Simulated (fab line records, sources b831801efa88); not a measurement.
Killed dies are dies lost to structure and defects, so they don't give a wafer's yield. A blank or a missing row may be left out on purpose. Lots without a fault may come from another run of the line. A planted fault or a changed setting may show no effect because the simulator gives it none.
fab line records | flow sky130
record lots=12 wafers=36 last_day=50
route steps=708 shown VIA3@576
lots that met no fault: from a run of the same line without faults
start_h: hours from the record's first day to the start of the lot's first wafer shown | wait_h: hours since the lot's step before | " the same as in the row above | L1.1+2: a row that stands for several wafers | - no value, or no start given | * or withheld: withheld | < > ~ a bound
route shown NAME@n: a module of which the file shows steps, and the number in the route of the first | usual: mean/standard deviation of fault-free wafers | same: alike in all rows | chamber/n: place in a boat | sites: the reading at each site | _std_site: their standard deviation | _edge_site: outer sites' mean less inner sites' | radius_mm: how far each site lies from the wafer's centre | mask NAME#n: copy n | behind: the tool/chamber that last shaped the wafer | hold: why the lot was held/for how many hours/how that ended | device: the transistor (n, p or np) that didn't switch | end of line: the same wafers' tests at the end of the route | a step without rows: its recipe alone | killed: dies lost to structure and defects at the first sort, not the wafer's yield | map: a wafer's dies, x killed, . not, _ none there
set.NAME: the setting as run; set.NAME@STEP: as run at that earlier step | model.NAME: the simulator's own value behind a step, which no gauge read
steps of the route over a sample of lots; a table a step, a row a wafer
services: from which hour (start_h, from the record's first day; less than 0 if before it) a tool's chamber was out of use, for how many hours, and why
## steps
# step SKY_VIA3_BOW_MEAS_03
# recipe mode=bow
# usual VIA3_BOW=81/7.8
# columns lot.wafer tool chamber start_h wait_h VIA3_BOW[um]
L791.2 film_metro-02 - 891.04 0.3 83
L791.5 " - " " 80
L791.6 " - " " 78
L792.2 film_metro-01 - 899.10 0.1 71
L792.4 " - " " 83
L792.6 " - " " 84
L794.1 film_metro-04 - 915.30 0.1 75
L794.2 " - " " 75
L794.4 " - " " 88
L796.1 film_metro-02 - 948.15 0.1 89
L796.2 " - " " 89
L796.6 " - " " 90
L797.1 film_metro-01 - 952.46 0.2 84
L797.3 " - " " 80
L797.5 " - " " 84
L800.2 film_metro-01 - 966.34 0.2 84
L800.3 " - " " 85
L800.5 " - " " 84
L802.1 film_metro-01 - 984.72 0.1 81
L802.2 " - " " 86
L802.4 " - " " 89
L803.1 film_metro-04 - 987.26 0.2 90
L803.2 " - " " 92
L803.4 " - " " 89
L805.1 film_metro-01 - 996.92 0.1 73
L805.3 " - " " 73
L805.5 " - " " 59
L810.1 film_metro-01 - 1040.41 0.2 84
L810.4 " - " " 66
L810.5 " - " " 91
L814.1 film_metro-01 - 1058.05 0.2 76
L814.4 " - " " 82
L814.5 " - " " 81
L813.2 film_metro-01 - 1058.70 0.2 80
L813.5 " - " " 83
L813.6 " - " " 64
# step SKY_VIA3_CD_MEAS_12
# recipe target_cd_nm=200
# usual cd_nm=200.2/1.2
# columns lot.wafer tool chamber start_h wait_h cd_nm
L791.2 cd_sem-01 - 916.31 - 202.3
L791.5 " - " " 202.6
L791.6 " - " " 199.4
L792.2 cd_sem-02 - 924.24 - 199.9
L792.4 " - " " 200.6
L792.6 " - " " 201.6
L794.1 cd_sem-01 - 940.64 - 202.1
L794.2 " - " " 201.7
L794.4 " - " " 201.4
L796.1 cd_sem-01 - 971.89 - 201.5
L796.2 " - " " 200.9
L796.6 " - " " 200.3
L797.1 cd_sem-01 - 976.30 - 199.2
L797.3 " - " " 199.9
L797.5 " - " " 200.3
L800.2 cd_sem-01 - 989.42 - 198.9
L800.3 " - " " 198.2
L800.5 " - " " 199.0
L802.1 cd_sem-02 - 1007.89 - 201.6
L802.2 " - " " 202.2
L802.4 " - " " 200.1
L803.1 cd_sem-02 - 1010.16 - 200.6
L803.2 " - " " 202.0
L803.4 " - " " 200.0
L805.1 cd_sem-02 - 1020.54 - 200.6
L805.3 " - " " 201.5
L805.5 " - " " 201.5
L810.1 cd_sem-02 - 1061.77 - 201.4
L810.4 " - " " 200.7
L810.5 " - " " 201.2
L814.1 cd_sem-01 - 1079.14 - 199.4
L814.4 " - " " 199.7
L814.5 " - " " 199.3
L813.2 cd_sem-01 - 1079.52 - 199.8
L813.5 " - " " 200.3
L813.6 " - " " 199.7
# step SKY_VIA3_OVL_MEAS_13
# usual VIA3_OVL=6/4.8
# columns lot.wafer tool chamber start_h wait_h VIA3_OVL[nm]
L791.2 overlay-01 - 916.42 0.1 4
L791.5 " - " " 9
L791.6 " - " " -1
L792.2 overlay-02 - 924.35 0.1 10
L792.4 " - " " 5
L792.6 " - " " 7
L794.1 overlay-02 - 940.76 0.1 0
L794.2 " - " " 3
L794.4 " - " " 1
L796.1 overlay-02 - 972.01 0.1 -4
L796.2 " - " " 9
L796.6 " - " " 10
L797.1 overlay-01 - 976.42 0.1 3
L797.3 " - " " -1
L797.5 " - " " -4
L800.2 overlay-01 - 989.53 0.1 6
L800.3 " - " " 3
L800.5 " - " " 10
L802.1 overlay-02 - 1008.01 0.1 11
L802.2 " - " " 10
L802.4 " - " " 7
L803.1 overlay-01 - 1010.28 0.1 -5
L803.2 " - " " 3
L803.4 " - " " 2
L805.1 overlay-02 - 1020.66 0.1 8
L805.3 " - " " 7
L805.5 " - " " 9
L810.1 overlay-02 - 1061.89 0.1 -2
L810.4 " - " " 2
L810.5 " - " " 6
L814.1 overlay-02 - 1079.26 0.1 10
L814.4 " - " " 16
L814.5 " - " " 4
L813.2 overlay-01 - 1079.63 0.1 10
L813.5 " - " " 4
L813.6 " - " " 11
# step SKY_VIA3_ETCH_14
# recipe chemistry=N2/H2 target=BARC ion_energy_ev=200 source_w=500 bias_w=100 pressure_mtorr=30 n2_flow_sccm=100 h2_flow_sccm=200 stop_on=SiO2 time_s=45.9 target_depth_a=600
# usual drypump_motor_current_A=5.7/0.54 oes_product_au=0.855/0.0047 rf_fwd_power_W=495.3/2 run_length_s=74.1/0.39 throttle_valve_pct=13.225/0.0091
# columns lot.wafer tool chamber start_h wait_h drypump_motor_current_A oes_product_au rf_fwd_power_W rf_hours_counter_h run_length_s throttle_valve_pct
L791.2 rie_diel-04 1 916.45 0.0 4.7 0.841 495.9 19 73.9 13.232
L791.5 " 0 " " 6.4 0.858 493.7 - 74.3 13.210
L791.6 " 1 " " 4.7 0.852 493.3 - 74.1 13.230
L792.2 rie_diel-04 0 924.38 0.0 6.4 0.856 494.6 27 74.3 13.214
L792.4 " 1 " " 4.7 0.851 495.8 19 74.6 13.232
L792.6 " 1 " " 4.7 0.853 494.8 - 74.2 13.230
L794.1 rie_diel-04 2 940.80 0.0 6.2 0.851 494.4 6 74.2 13.211
L794.2 " 3 " " 5.8 0.848 496.8 15 74.1 13.243
L794.4 " 0 " " 6.4 0.857 489.3 27 74.2 13.236
L796.1 rie_diel-04 2 972.05 0.0 6.2 0.860 498.0 7 74.4 13.225
L796.2 " 1 " " 4.7 0.857 499.2 20 73.8 13.230
L796.6 " 2 " " 6.2 0.850 495.0 - 74.6 13.221
L797.1 rie_diel-04 3 976.46 0.0 5.8 0.854 496.3 16 74.6 13.233
L797.3 " 2 " " 6.2 0.850 494.0 7 74.7 13.229
L797.5 " 0 " " 6.3 0.851 492.8 - 74.0 13.224
L800.2 rie_diel-04 2 989.56 0.0 6.2 0.930 - 8 70.0 13.227
L800.3 " 0 " " 6.4 0.939 - 1 69.7 13.233
L800.5 " 2 " " 6.2 0.939 - - 70.6 13.224
L802.1 rie_diel-04 0 1008.05 0.0 6.4 0.936 - 1 69.8 13.231
L802.2 " 1 " " 4.7 0.939 - 21 69.8 13.252
L802.4 " 2 " " 6.2 0.936 - 8 69.9 13.225
L803.1 rie_diel-01 0 1010.32 0.0 5.3 0.848 494.3 20 73.8 13.208
L803.2 " 3 " " 5.5 0.856 494.7 25 73.5 13.241
L803.4 " 2 " " 5.6 0.859 492.5 16 73.8 13.226
L805.1 rie_diel-04 0 1020.69 0.0 6.4 0.940 - 2 70.1 13.251
L805.3 " 3 " " 5.8 0.934 - 17 69.9 13.229
L805.5 " 0 " " 6.3 0.942 - - 69.8 13.235
L810.1 rie_diel-01 3 1061.93 0.0 5.5 0.856 493.3 27 73.5 13.230
L810.4 " 2 " " 5.6 0.858 493.2 17 73.2 13.227
L810.5 " 0 " " 5.3 0.850 496.5 - 73.7 13.223
L814.1 rie_diel-04 2 1079.30 0.0 6.2 0.864 495.4 10 74.6 13.237
L814.4 " 0 " " 6.4 0.855 494.2 4 74.0 13.228
L814.5 " 1 " " 4.8 0.864 496.5 - 73.9 13.237
L813.2 rie_diel-01 2 1079.66 0.0 5.6 0.853 492.2 18 73.7 13.235
L813.5 " 2 " " 5.5 0.856 493.0 - 73.6 13.220
L813.6 " 3 " " 5.5 0.856 494.7 - 74.1 13.204
## services
# columns tool chamber start_h hours kind
rie_diel-01 1 922.30 16.1 repair
rie_diel-01 - 931.00 1.1 repair
rie_diel-04 0 951.38 - clean
rie_diel-04 0 951.38 19.6 scheduled_down
rie_diel-04 0 951.38 19.6 vent_cycle
rie_diel-04 3 989.69 9.6 repair
rie_diel-04 1 991.24 2.2 repair
rie_diel-04 - 1015.23 2.8 pm
rie_diel-04 - 1066.60 0.3 repair
## key
first_sign step=SKY_VIA3_ETCH_14 reading=oes_product_au direction=up sigmas=18 usual=0.855 struck=0.937
effect step=SKY_VIA3_ETCH_14 reading=run_length_s direction=down sigmas=11 usual=* struck=*
met_at SKY_VIA3_ETCH_14
struck_lots L800,L802,L805
not_acting_at SKY_VIA3_BOW_MEAS_03,SKY_VIA3_CD_MEAS_12,SKY_VIA3_OVL_MEAS_13
onset_between 976.46 989.56
fault kind=process_parameter_drift tool=rie_diel-04 chamber=- onset_h=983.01 steps=SKY_VIA3_ETCH_14 channel=time_s offset=* shape=step end_h=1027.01 acts_in=* stated=*
